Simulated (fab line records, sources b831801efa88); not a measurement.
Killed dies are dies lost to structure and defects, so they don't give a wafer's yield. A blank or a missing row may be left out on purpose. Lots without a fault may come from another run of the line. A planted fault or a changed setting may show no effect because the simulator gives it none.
Which tool did it? | flow gf180mcu | 12 lots, 36 wafers sampled, at 1 step of a route of 602

WHAT THE GAUGES READ, wafer by wafer
GF_M3_RS_MEAS_05: measures by four-point-probe.
lot  | measured     | on            | M3_ALCU_RS (ohm/sq)
L075 | day 22 23:59 | film_metro-03 | 0.0696 0.0697 0.0690
L077 | day 23 15:55 | film_metro-01 | 0.0689 0.0695 0.0682
L079 | day 24 08:00 | film_metro-01 | 0.0692 0.0695 0.0689
L081 | day 24 19:16 | film_metro-04 | 0.0684 0.0697 0.0689
L083 | day 25 15:03 | film_metro-04 | 0.0697 0.0698 0.0692
L085 | day 26 07:01 | film_metro-01 | 0.0693 0.0684 0.0695
L087 | day 26 18:13 | film_metro-01 | 0.0689 0.0689 0.0679
L089 | day 27 10:20 | film_metro-03 | 0.0693 0.0701 0.0709
L091 | day 28 02:14 | film_metro-01 | 0.0697 0.0690 0.0692
L093 | day 28 10:15 | film_metro-01 | 0.0696 0.0696 0.0685
L095 | day 29 00:11 | film_metro-04 | 0.0710 0.0699 0.0697
L097 | day 29 13:13 | film_metro-03 | 0.0692 0.0707 0.0698

WHICH TOOL RAN EACH LOT (tool, then ch and the chambers of the sampled wafers, then the start)
The record holds no process step before these readings.

THE ANSWER, worked out from the rows above alone
Rule: what is usual is taken from the lots themselves. Put in order of their means at a reading, lots are off if they are a third of the lots or fewer, leave a main group of 4 or more, and stand apart from it by a gap of 3 or more times the standard deviation of the main group's means; of several such gaps the widest counts. A main group whose means are all the same, to the digits that the tables above print for the reading, isn't used. A lot without any number at a reading at which 4 lots or more have one is off too. The other lots that the step has rows for count as sound.
No lot is off at any reading shown: from this, nothing can be told.

WHAT THE SIMULATOR HAD PUT IN
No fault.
